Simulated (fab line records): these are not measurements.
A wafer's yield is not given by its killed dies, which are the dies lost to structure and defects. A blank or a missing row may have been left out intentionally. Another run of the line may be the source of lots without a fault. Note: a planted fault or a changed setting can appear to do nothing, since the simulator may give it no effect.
Problem report, 8D (eight disciplines) form, completed by code + flow gf180mcu + the parts of the form that need people (team, actions taken, sign-off) are left out

1. THE ISSUE
Mean of beam_on_s at GF_VT_IMPLANT_IMPLANT_41: 10.91 s across 5 wafers in 2 lots; on wafers with no fault it is 9.98 s (standard deviation 0.2). That puts it +4.7 standard deviations away from the usual mean.
First seen on wafer L431.1, day 13 11:00, on implanter-01. The record holds 41 wafers of 14 lots with a number at this step. By rule, "out" or "out of limits" means more than 4 standard deviations away from the usual mean. The rest of the wafers with a number are treated as sound.

2. WHAT THIS IS AND IS NOT
| question                    | is                     | is not                                                                 |
|-----------------------------|------------------------|------------------------------------------------------------------------|
| which readings at this step | beam_on_s              | -                                                                      |
| which lots                  | L431, L433             | L411, L412, L413, L416, L420, L422, L423, L425, L426, L428, L429, L434 |
| which wafers of those lots  | all that have a number | -                                                                      |
| read on which tools         | implanter-01           | implanter-02, implanter-03                                             |
| when                        | from day 13 11:00      | up to then (33 sound wafers); but 3 sound wafers of L434 came after    |

3. THE SUSPECTS, EACH WITH WHAT RULES IT OUT
Counting: a tool stays on the suspect list if, at a process step up to the reading, it processed all lots that are out and no sound lot following the first of them.
- implanter-01 at GF_VT_IMPLANT_IMPLANT_41: kept. All lots that are out passed through it, beginning with L431 at day 13 11:00, and no sound lot followed; its final sound lot before that point was L425 at day 11 10:43. Its own beam_on_s readings are out on those wafers.
The count leaves implanter-01 at GF_VT_IMPLANT_IMPLANT_41.

4. THE CAUSE (what the simulator had put in)
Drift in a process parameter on implanter-01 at GF_VT_IMPLANT_IMPLANT_41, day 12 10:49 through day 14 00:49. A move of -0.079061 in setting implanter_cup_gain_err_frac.
This tool alone remained once counting was done.

5. SEQUENCE OF EFFECTS, ordered by route
Each row: a reading where the mean over the struck wafers with a number is more than 3 standard deviations away from the usual. Only readings for which the record gives a usual standard deviation are gone through. hours: the time from each lot's start at the first step in this table that gives one to its start at this step, as a median over the lots. sigmas: the change in usual standard deviations.
| hours | step                     | reading            | usual  | on struck wafers | change | sigmas |
|-------|--------------------------|--------------------|--------|------------------|--------|--------|
| 0     | GF_VT_IMPLANT_IMPLANT_41 | beam_on_s          | 9.98 s | 10.91            | +0.93  | +4.7   |
| 0     | GF_VT_IMPLANT_IMPLANT_41 | faraday_current_uA | 5.72   | 5.24             | -0.48  | -4.4   |
Here are the process steps it includes:
- GF_VT_IMPLANT_IMPLANT_41
At these later measuring or inspecting steps, every struck wafer for which the step has a row has a number for every such reading, and none has moved that far: GF_SAB_CD_MEAS_09, GF_M2_THK_MEAS_06, GF_M2_CD_MEAS_14.

6. WHAT WOULD HAVE CAUGHT IT SOONER
In this record the first reading out of limits was taken at day 13 11:00, 24 hours after the fault began at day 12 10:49.
